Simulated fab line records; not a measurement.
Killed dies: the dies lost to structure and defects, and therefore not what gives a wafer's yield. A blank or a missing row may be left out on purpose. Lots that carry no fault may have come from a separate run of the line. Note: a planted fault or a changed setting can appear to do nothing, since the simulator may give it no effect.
Matching of chambers || flow gf180mcu || GF_V4_CVD_02 on pecvd-02: 3 sister chambers
The step deposits SiO2 from TEOS, target thk 850 nm, time 94.851 s. 18 wafers are shown with their chamber, then 9 later ones without.

## WAFERS, EACH WITH ITS CHAMBER
{"wafer": "L081.1", "chamber": 2, "heater_power_w (W)": 779}
{"wafer": "L081.3", "chamber": 0, "heater_power_w (W)": 589}
{"wafer": "L081.6", "chamber": 1, "heater_power_w (W)": 532}
{"wafer": "L083.1", "chamber": 2, "heater_power_w (W)": 727}
{"wafer": "L083.2", "chamber": 0, "heater_power_w (W)": 616}
{"wafer": "L083.3", "chamber": 1, "heater_power_w (W)": 631}
{"wafer": "L083.4", "chamber": 2, "heater_power_w (W)": 786}
{"wafer": "L083.5", "chamber": 1, "heater_power_w (W)": 638}
{"wafer": "L083.6", "chamber": 0, "heater_power_w (W)": 652}
{"wafer": "L085.3", "chamber": 0, "heater_power_w (W)": 587}
{"wafer": "L085.4", "chamber": 0, "heater_power_w (W)": 632}
{"wafer": "L085.5", "chamber": 2, "heater_power_w (W)": 713}
{"wafer": "L086.1", "chamber": 0, "heater_power_w (W)": 597}
{"wafer": "L086.2", "chamber": 2, "heater_power_w (W)": 811}
{"wafer": "L086.3", "chamber": 1, "heater_power_w (W)": 643}
{"wafer": "L086.4", "chamber": 2, "heater_power_w (W)": 855}
{"wafer": "L086.5", "chamber": 1, "heater_power_w (W)": 679}
{"wafer": "L086.6", "chamber": 0, "heater_power_w (W)": 657}

SIGNATURES, as means of the wafers listed above
{"reading": "heater_power_w", "chamber 0": 618.57, "chamber 1": 624.60, "chamber 2": 778.50, "scatter within a chamber": 45.5}
Rule: for each reading, subtract the chamber's mean from the wafer's reading, divide by that reading's scatter and square the result; add these up over the readings and take the root, which gives the wafer's distance from the chamber. If the next closest chamber is less than 2 further off than the closest, the wafer can't be placed; otherwise it belongs to the closest. How the scatter is found: for the shown wafers, subtract from each reading the mean of its chamber, square and add these, divide the total by (wafers less chambers), then take the root.

## WAFERS MISSING THEIR CHAMBER
{"wafer": "L089.3", "heater_power_w (W)": 580}
{"wafer": "L089.4", "heater_power_w (W)": 882}
{"wafer": "L089.6", "heater_power_w (W)": 623}
{"wafer": "L092.1", "heater_power_w (W)": 606}
{"wafer": "L092.2", "heater_power_w (W)": 716}
{"wafer": "L092.3", "heater_power_w (W)": 644}
{"wafer": "L092.4", "heater_power_w (W)": 763}
{"wafer": "L092.5", "heater_power_w (W)": 661}
{"wafer": "L092.6", "heater_power_w (W)": 648}

## EACH ONE'S CHAMBER
{"wafer": "L089.3", "from the rows above": "can't be placed: 0 or 1", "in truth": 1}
{"wafer": "L089.4", "from the rows above": 2, "in truth": 2}
{"wafer": "L089.6", "from the rows above": "can't be placed: 1 or 0", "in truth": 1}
{"wafer": "L092.1", "from the rows above": "can't be placed: 0 or 1", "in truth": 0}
{"wafer": "L092.2", "from the rows above": "can't be placed: 2 or 1 or 0", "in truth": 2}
{"wafer": "L092.3", "from the rows above": "can't be placed: 1 or 0", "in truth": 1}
{"wafer": "L092.4", "from the rows above": 2, "in truth": 2}
{"wafer": "L092.5", "from the rows above": "can't be placed: 1 or 0 or 2", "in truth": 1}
{"wafer": "L092.6", "from the rows above": "can't be placed: 1 or 0", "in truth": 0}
2 of 9 placed correctly. Cannot be placed on the basis of these rows: 7; the candidates contain the true chamber in 7. Wrongly placed: 0.
